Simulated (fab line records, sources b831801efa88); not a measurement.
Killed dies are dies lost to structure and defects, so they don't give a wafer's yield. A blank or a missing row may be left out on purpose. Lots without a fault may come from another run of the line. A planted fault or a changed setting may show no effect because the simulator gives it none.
Which tool did it? | flow gf180mcu | 6 lots, 18 wafers sampled, at 2 steps of a route of 602

WHAT THE GAUGES READ, wafer by wafer
GF_NWELL_TW_MEAS_11.
lot  | measured    | on            | NWELL_TW
L184 | day 3 22:55 | film_metro-03 | 1555 1561 1558
L191 | day 5 15:29 | film_metro-03 | 1551 1547 1548
L193 | day 6 02:13 | film_metro-04 | 1564 1569 1572
L196 | day 6 20:53 | film_metro-01 | 3048 3049 3040
L199 | day 7 10:47 | film_metro-03 | 1546 1563 1552
L204 | day 8 14:19 | film_metro-04 | 1597 1597 1593

WHICH TOOL RAN EACH LOT (tool, then ch and the chambers of the sampled wafers, then the start)
lot  | GF_NWELL_IMPLANT_08
L184 | implanter-04 ch 0, day 3 22:31
L191 | implanter-04 ch 0, day 5 15:07
L193 | implanter-04 ch 0, day 6 01:49
L196 | implanter-01 ch 0, day 6 20:29
L199 | implanter-04 ch 0, day 7 10:23
L204 | implanter-04 ch 0, day 8 13:56
- GF_NWELL_IMPLANT_08

THE ANSWER, worked out from the rows above alone
Rule: what is usual is taken from the lots themselves. Put in order of their means at a reading, lots are off if they are a third of the lots or fewer, leave a main group of 4 or more, and stand apart from it by a gap of 3 or more times the standard deviation of the main group's means; of several such gaps the widest counts. A main group whose means are all the same, to the digits that the tables above print for the reading, isn't used. A lot without any number at a reading at which 4 lots or more have one is off too. The other lots that the step has rows for count as sound.
Off: L196, at GF_NWELL_TW_MEAS_11 (NWELL_TW). The main group: mean 1565, standard deviation 17.
A tool fits if, at a process step before that reading, it ran every lot that is off, and no sound lot after the first of them. The gauges at GF_NWELL_TW_MEAS_11 are tried like those tools. Can't be told from this: 2 tools fit, implanter-01 at GF_NWELL_IMPLANT_08, film_metro-01 at GF_NWELL_TW_MEAS_11.

WHAT THE SIMULATOR HAD PUT IN
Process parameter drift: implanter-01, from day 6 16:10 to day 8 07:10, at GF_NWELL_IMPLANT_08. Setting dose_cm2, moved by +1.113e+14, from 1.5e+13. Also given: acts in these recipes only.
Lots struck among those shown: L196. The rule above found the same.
